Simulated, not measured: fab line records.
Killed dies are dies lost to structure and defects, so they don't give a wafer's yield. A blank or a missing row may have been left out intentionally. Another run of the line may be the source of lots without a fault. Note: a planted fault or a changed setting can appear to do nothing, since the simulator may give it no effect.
What tool caused it? | flow sky130 | 36 wafers from 12 lots sampled at 4 of the route's 708 steps

WHAT EACH GAUGE READ, for each wafer
SKY_PAD_OPEN_BOW_MEAS_13. Usual: PAD_OPEN_BOW 46 um, standard deviation 8.9.
lot  | measured     | on           | PAD_OPEN_BOW (um) | flag
L987 | day 45 18:20 | filmMetro-01 | 50 58 51          | 
L988 | day 46 02:49 | filmMetro-01 | 57 54 55          | 
L989 | day 46 08:17 | filmMetro-04 | 47 42 51          | 
L990 | day 46 21:26 | filmMetro-01 | 47 48 37          | 
L991 | day 46 22:45 | filmMetro-03 | 47 46 49          | 
L993 | day 47 14:17 | filmMetro-04 | 52 51 46          | 
L100 | day 49 07:33 | filmMetro-01 | 63 54 61          | 
L101 | day 49 09:05 | filmMetro-04 | 37 44 31          | 
L103 | day 49 17:34 | filmMetro-04 | 38 54 56          | 
L104 | day 50 05:55 | filmMetro-03 | 66 63 52          | 
L106 | day 50 08:22 | filmMetro-04 | 35 40 38          | 
L107 | day 50 10:10 | filmMetro-01 | 39 47 48          | 

WHICH TOOL RAN EACH LOT (tool, then ch and the chambers of the sampled wafers, then the start)
lot  | SKY_FIELD_ISO_STRIP_16             | SKY_PASSIVATION_STRIP_12            | SKY_PAD_OPEN_STRIP_08
L987 | plasmaAsher-04 ch 0,1, day 2 05:05 | plasmaAsher-04 ch 0,1, day 44 18:37 | plasmaAsher-02 ch 1, day 45 16:13
L988 | plasmaAsher-03 ch 0,1, day 2 10:25 | plasmaAsher-04 ch 0,1, day 45 02:43 | plasmaAsher-03 ch 0,1, day 46 00:43
L989 | plasmaAsher-04 ch 0,1, day 2 18:05 | plasmaAsher-02 ch 0,1, day 45 09:15 | plasmaAsher-01 ch 0,1, day 46 06:11
L990 | plasmaAsher-03 ch 0,1, day 2 20:20 | plasmaAsher-03 ch 0,1, day 45 22:40 | plasmaAsher-03 ch 0,1, day 46 19:19
L991 | plasmaAsher-04 ch 0,1, day 3 01:56 | plasmaAsher-03 ch 0,1, day 45 23:49 | plasmaAsher-03 ch 0,1, day 46 20:29
L993 | plasmaAsher-04 ch 0,1, day 3 13:28 | plasmaAsher-04 ch 0,1, day 46 16:28 | plasmaAsher-02 ch 0,1, day 47 12:06
L100 | plasmaAsher-04 ch 0,1, day 5 03:14 | plasmaAsher-03 ch 0,1, day 48 10:14 | plasmaAsher-03 ch 0,1, day 49 05:28
L101 | plasmaAsher-04 ch 0,1, day 5 06:22 | plasmaAsher-03 ch 0,1, day 48 12:15 | plasmaAsher-01 ch 0,1, day 49 06:54
L103 | plasmaAsher-03 ch 0,1, day 5 16:59 | plasmaAsher-03 ch 0,1, day 48 21:55 | plasmaAsher-01 ch 0,1, day 49 15:28
L104 | plasmaAsher-02 ch 0,1, day 5 23:50 | plasmaAsher-02 ch 0,1, day 49 11:10 | plasmaAsher-01 ch 0,1, day 50 03:49
L106 | plasmaAsher-03 ch 0,1, day 6 07:29 | plasmaAsher-03 ch 0,1, day 49 13:22 | plasmaAsher-03 ch 0,1, day 50 06:16
L107 | plasmaAsher-03 ch 1, day 6 12:17   | plasmaAsher-03 ch 0,1, day 49 15:10 | plasmaAsher-01 ch 1, day 50 08:02
- SKY_FIELD_ISO_STRIP_16: strips in O2/N2.
- SKY_PASSIVATION_STRIP_12: strips in O2/N2.
- SKY_PAD_OPEN_STRIP_08: strips in O2/N2.

AS READ BY THE TOOLS THEMSELVES (means over the sampled wafers that have a number; for cases with no such wafer, the mark the record gives instead)
SKY_FIELD_ISO_STRIP_16. Usual: drypumpMotorCurrentA 5.9 A, standard deviation 0.32; n2FlowSccm 299.9 sccm, standard deviation 0.88; oesProductAu 0.378 a.u., standard deviation 0.0044; stripTimeToEndpointS 3.55 s, standard deviation 0.035.
lot  | tool           | drypumpMotorCurrentA (A) | n2FlowSccm (sccm) | oesProductAu (a.u.) | stripTimeToEndpointS (s) | flag
L987 | plasmaAsher-04 | 6.0                      | 298.8             | 0.376               | 3.53                     | 
L988 | plasmaAsher-03 | 5.7                      | 299.7             | 0.378               | 3.54                     | 
L989 | plasmaAsher-04 | 6.1                      | 300.5             | 0.378               | 3.57                     | 
L990 | plasmaAsher-03 | 5.9                      | 300.6             | 0.378               | 3.53                     | 
L991 | plasmaAsher-04 | 6.1                      | 299.4             | 0.377               | 3.56                     | 
L993 | plasmaAsher-04 | 6.1                      | 300.0             | 0.382               | 3.56                     | 
L100 | plasmaAsher-04 | 6.0                      | 299.8             | 0.379               | 3.56                     | 
L101 | plasmaAsher-04 | 6.1                      | 300.5             | 0.382               | 3.57                     | 
L103 | plasmaAsher-03 | 5.9                      | 299.3             | 0.377               | 3.54                     | 
L104 | plasmaAsher-02 | 6.0                      | 299.7             | 0.377               | 3.56                     | 
L106 | plasmaAsher-03 | 5.6                      | 300.7             | 0.375               | 3.58                     | 
L107 | plasmaAsher-03 | 6.2                      | 299.7             | 0.379               | 3.54                     | 

SKY_PASSIVATION_STRIP_12. Usual: drypumpMotorCurrentA 5.9 A, standard deviation 0.33; n2FlowSccm 300.0 sccm, standard deviation 0.91; oesProductAu 0.661 a.u., standard deviation 0.0048; stripTimeToEndpointS 31.58 s, standard deviation 0.11.
lot  | tool           | drypumpMotorCurrentA (A) | n2FlowSccm (sccm) | oesProductAu (a.u.) | stripTimeToEndpointS (s) | flag
L987 | plasmaAsher-04 | 6.1                      | 299.9             | 0.666               | 31.55                    | 
L988 | plasmaAsher-04 | 6.1                      | 299.8             | 0.662               | 31.56                    | 
L989 | plasmaAsher-02 | 6.0                      | 301.2             | 0.664               | 31.48                    | 
L990 | plasmaAsher-03 | 5.9                      | 299.1             | 0.663               | 31.72                    | 
L991 | plasmaAsher-03 | 5.6                      | 300.6             | 0.661               | 31.58                    | 
L993 | plasmaAsher-04 | 6.1                      | 300.6             | 0.662               | 31.64                    | 
L100 | plasmaAsher-03 | 5.6                      | 300.5             | 0.660               | 31.55                    | 
L101 | plasmaAsher-03 | 5.9                      | 300.0             | 0.662               | 31.45                    | 
L103 | plasmaAsher-03 | 5.9                      | 299.5             | 0.664               | 31.57                    | 
L104 | plasmaAsher-02 | 5.7                      | 300.6             | 0.665               | 31.62                    | 
L106 | plasmaAsher-03 | 5.6                      | 300.7             | 0.660               | 31.61                    | 
L107 | plasmaAsher-03 | 5.6                      | 300.8             | 0.654               | 31.65                    | 

SKY_PAD_OPEN_STRIP_08. Usual: drypumpMotorCurrentA 5.8 A, standard deviation 0.44; n2FlowSccm 300.0 sccm, standard deviation 0.83; oesProductAu 0.663 a.u., standard deviation 0.0044; stripTimeToEndpointS 37.11 s, standard deviation 0.11.
lot  | tool           | drypumpMotorCurrentA (A) | n2FlowSccm (sccm) | oesProductAu (a.u.) | stripTimeToEndpointS (s) | flag
L987 | plasmaAsher-02 | 6.2                      | 299.7             | 0.666               | 37.21                    | 
L988 | plasmaAsher-03 | 5.6                      | 300.5             | 0.663               | 37.06                    | 
L989 | plasmaAsher-01 | 5.5                      | 300.3             | 0.665               | 37.01                    | 
L990 | plasmaAsher-03 | 5.7                      | 300.0             | 0.663               | 36.86                    | 
L991 | plasmaAsher-03 | 5.7                      | 300.5             | 0.665               | 37.15                    | 
L993 | plasmaAsher-02 | 6.0                      | 300.2             | 0.667               | 37.13                    | 
L100 | plasmaAsher-03 | 5.7                      | 299.9             | 0.664               | 37.12                    | 
L101 | plasmaAsher-01 | 5.8                      | 299.0             | 0.664               | 37.20                    | 
L103 | plasmaAsher-01 | 5.8                      | 299.1             | 0.660               | 37.26                    | 
L104 | plasmaAsher-01 | 5.8                      | 299.3             | 0.664               | 37.00                    | 
L106 | plasmaAsher-03 | 5.9                      | 299.9             | 0.666               | 37.08                    | 
L107 | plasmaAsher-01 | 5.1                      | 300.2             | 0.660               | 37.05                    | 

THE ANSWER, worked out from the rows above alone
Rule: a lot counts as off when the mean over its wafers that have a number is more than 3 standard deviations away from the usual mean. A lot without any number at a reading at which 4 lots or more have one is off too. The other lots that the step has rows for count as sound. After the gauges, taken in route order, come the tools' own readings; for these a lot's mean is taken, as printed above. At the first step where some lot is off, the reading lying furthest off is the one used; lots without a number count as furthest.
None of the lots is off at any reading shown; this tells nothing.

WHAT WAS PUT IN BY THE SIMULATOR
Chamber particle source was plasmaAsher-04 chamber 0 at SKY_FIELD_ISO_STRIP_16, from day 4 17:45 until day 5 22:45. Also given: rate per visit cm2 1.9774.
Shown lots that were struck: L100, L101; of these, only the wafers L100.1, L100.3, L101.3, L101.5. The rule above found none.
